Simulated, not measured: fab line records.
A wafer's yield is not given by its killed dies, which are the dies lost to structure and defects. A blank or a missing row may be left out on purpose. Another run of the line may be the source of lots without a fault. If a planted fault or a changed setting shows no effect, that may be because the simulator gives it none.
Which of the tools did it? ; flow sky130 ; 13 lots, 37 wafers sampled, at 5 steps of a route of 708

WHAT THE GAUGES READ, wafer by wafer
SKY_LDD_P_CD_MEAS_07: target cd 380 nm. Usual: cd-nm reads 379.4 nm (standard deviation 2.2).
lot;measured;on;cd-nm (nm);flag
L119;day 20 10:22;cd-sem-01;381.3 379.2 378.5;
L120;day 20 23:33;cd-sem-02;377.5 377.6 378.9;
L121;day 21 03:01;cd-sem-02;378.8 378.3 376.9;
L123;day 21 17:45;cd-sem-02;383.8 381.7;
L124;day 22 08:46;cd-sem-02;382.0 377.6 381.8;
L130;day 24 16:48;cd-sem-01;378.6 378.0 376.3;
L131;day 24 19:22;cd-sem-01;380.2 380.9;
L132;day 25 05:12;cd-sem-01;377.9 377.7 377.4;
L133;day 25 06:15;cd-sem-02;378.1 380.6 377.5;
L134;day 25 15:19;cd-sem-02;379.1 381.5 380.5;
L136;day 26 16:54;cd-sem-01;378.6 379.9 378.8;
L137;day 26 20:22;cd-sem-01;375.5 373.5 376.2;
L139;day 27 07:45;cd-sem-02;379.6 380.7 379.6;

SKY_LDD_HVN_TW_MEAS_10. Usual: LDD_HVN_TW 1450, standard deviation 10.
lot;measured;on;LDD_HVN_TW;flag
L119;day 21 17:22;film-metro-02;1456 1462 1453;
L120;day 22 05:59;film-metro-02;1462 1459 1454;
L121;day 22 09:53;film-metro-03;1454 1460 1451;
L123;day 23 00:38;film-metro-02;1461 1464;
L124;day 23 14:40;film-metro-01;1446 1442 1438;
L130;day 25 22:28;film-metro-02;1101 1096 1098;OFF
L131;day 26 01:29;film-metro-02;1466 1473;
L132;day 26 10:42;film-metro-01;1084 1081 1089;OFF
L133;day 26 12:02;film-metro-01;1450 1444 1440;
L134;day 26 21:29;film-metro-02;1464 1469 1465;
L136;day 27 21:41;film-metro-03;1446 1443 1441;
L137;day 28 01:20;film-metro-01;1439 1436 1447;
L139;day 28 12:19;film-metro-01;1439 1445 1442;

SKY_LDD_HVP_OVL_MEAS_07. Usual: LDD_HVP_OVL 0.9 nm, standard deviation 1.5.
lot;measured;on;LDD_HVP_OVL (nm);flag
L119;day 22 23:12;overlay-02;1.8 -0.8 0.8;
L120;day 23 10:59;overlay-01;1.2 -0.6 0.5;
L121;day 23 15:44;overlay-02;1.6 2.2 1.4;
L123;day 24 06:44;overlay-01;-3.4 -2.8;
L124;day 24 20:00;overlay-02;2.5 1.8 2.2;
L130;day 27 03:37;overlay-01;1.8 0.7 1.4;
L131;day 27 06:14;overlay-01;1.2 1.6;
L132;day 27 14:49;overlay-01;0.1 0.2 -0.6;
L133;day 27 16:00;overlay-01;1.4 2.9 2.9;
L134;day 28 01:52;overlay-01;1.4 0.6 1.6;
L136;day 29 01:06;overlay-01;0.1 -0.8 -1.0;
L137;day 29 05:18;overlay-01;3.2 2.7 3.7;
L139;day 29 16:17;overlay-01;0.4 1.2 1.6;

WHAT TOOL EACH LOT RAN ON (gives the tool, then ch and the chambers of the sampled wafers, and finally the start)
lot;SKY_POLY_GATE_ETCH_15;SKY_LDD_HVN_IMPLANT_08
L119;rie-diel-02 ch 2,3, day 17 16:17;implanter-01 ch 0, day 21 17:07
L120;rie-diel-02 ch 0,1, day 18 04:48;implanter-04 ch 0, day 22 05:46
L121;rie-diel-02 ch 2,3, day 18 09:24;implanter-04 ch 0, day 22 09:40
L123;rie-diel-04 ch 1,3, day 18 23:43;implanter-01 ch 0, day 23 00:23
L124;rie-diel-02 ch 1,2, day 19 16:58;implanter-01 ch 0, day 23 14:25
L130;rie-diel-02 ch 1,2,3, day 22 02:19;implanter-01 ch 0, day 25 22:13
L131;rie-diel-02 ch 1,3, day 22 05:32;implanter-04 ch 0, day 26 01:14
L132;rie-diel-02 ch 1,2,3, day 22 15:08;implanter-01 ch 0, day 26 10:29
L133;rie-diel-03 ch 1,2,3, day 22 16:22;implanter-04 ch 0, day 26 11:47
L134;rie-diel-02 ch 0,2,3, day 23 01:26;implanter-04 ch 0, day 26 21:16
L136;rie-diel-02 ch 1,2, day 24 03:15;implanter-04 ch 0, day 27 21:26
L137;rie-diel-02 ch 2,3, day 24 06:39;implanter-02 ch 0, day 28 01:07
L139;rie-diel-04 ch 0,1, day 24 19:25;implanter-02 ch 0, day 28 12:04
- SKY_POLY_GATE_ETCH_15: etches BARC in N2/H2, stops on SiO2, time 118.5 s, target depth 110 nm.
- SKY_LDD_HVN_IMPLANT_08

AS READ BY THE TOOLS THEMSELVES (means over the sampled wafers that have a number; for cases with no such wafer, the mark the record gives instead)
SKY_POLY_GATE_ETCH_15. Usual: drypump-motor-current-A 5.4 A, standard deviation 0.4; oes-product-au 0.716 a.u., standard deviation 0.0039; throttle-valve-pct 13.213 %, standard deviation 0.0087.
lot;tool;drypump-motor-current-A (A);oes-product-au (a.u.);throttle-valve-pct (%);flag
L119;rie-diel-02;5.0;0.721;13.215;
L120;rie-diel-02;5.5;0.715;13.220;
L121;rie-diel-02;5.0;0.719;13.216;
L123;rie-diel-04;5.8;0.710;13.215;
L124;rie-diel-02;5.0;0.716;13.211;
L130;rie-diel-02;5.2;0.713;13.209;
L131;rie-diel-02;5.5;0.714;13.223;
L132;rie-diel-02;5.3;0.715;13.210;
L133;rie-diel-03;5.8;0.715;13.207;
L134;rie-diel-02;5.2;0.715;13.219;
L136;rie-diel-02;5.0;0.710;13.207;
L137;rie-diel-02;5.0;0.718;13.211;
L139;rie-diel-04;5.8;0.716;13.216;

SKY_LDD_HVN_IMPLANT_08. Usual: dose-ions-cm2 3.001e+13, standard deviation 3.4e+10; faraday-current-uA 169, standard deviation 3.3.
lot;tool;dose-ions-cm2;faraday-current-uA;flag
L119;implanter-01;3.001e+13;169;
L120;implanter-04;3.003e+13;173;
L121;implanter-04;2.998e+13;168;
L123;implanter-01;3.000e+13;170;
L124;implanter-01;3.000e+13;170;
L130;implanter-01;1.226e+13;69;OFF
L131;implanter-04;3.000e+13;168;
L132;implanter-01;1.223e+13;68;OFF
L133;implanter-04;3.001e+13;172;
L134;implanter-04;2.999e+13;168;
L136;implanter-04;2.999e+13;168;
L137;implanter-02;3.003e+13;168;
L139;implanter-02;3.001e+13;168;

THE ANSWER, worked out from the rows above alone
Rule: a lot is off if the mean of its wafers that have a number lies more than 3 standard deviations from the usual mean. A lot without any number at a reading at which 4 lots or more have one is off too. Where the step has rows for the other lots, those lots are counted as sound. First the gauges in route order, then the tools' own readings, where a lot's mean is used as printed above. The first step at which some lot is off is used, and at that step the reading that is off furthest; a lot without a number counts as furthest.
Off: at SKY_LDD_HVN_TW_MEAS_10 (LDD_HVN_TW), L130, L132.
If a tool, at a process step before that reading, ran all the lots that are off and no sound lot after the first of them, it fits. Not tried: the gauges at SKY_LDD_HVN_TW_MEAS_10; whatever is off there is also off at SKY_LDD_HVN_IMPLANT_08, on other tools, and gauge error can't account for it. One candidate fits, namely implanter-01 at SKY_LDD_HVN_IMPLANT_08. Its last sound lot is L124 (day 23 14:25), its first lot that is off L130 (day 25 22:13): a fault that began between those two fits.
The tool's own readings at SKY_LDD_HVN_IMPLANT_08 bear it out: on the lots that are off they differ by more than 5 times the standard deviation of the sound lots' means. dose-ions-cm2 reads 1.224e+13 there against 3.000e+13 on the sound lots; faraday-current-uA reads 68 there against 169 on the sound lots.

WHAT THE SIMULATOR HAD PUT IN
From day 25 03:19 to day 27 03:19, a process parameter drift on implanter-01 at SKY_LDD_HVN_IMPLANT_08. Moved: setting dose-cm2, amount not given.
Shown lots that were struck: L130, L132. This agrees with what the rule above found.
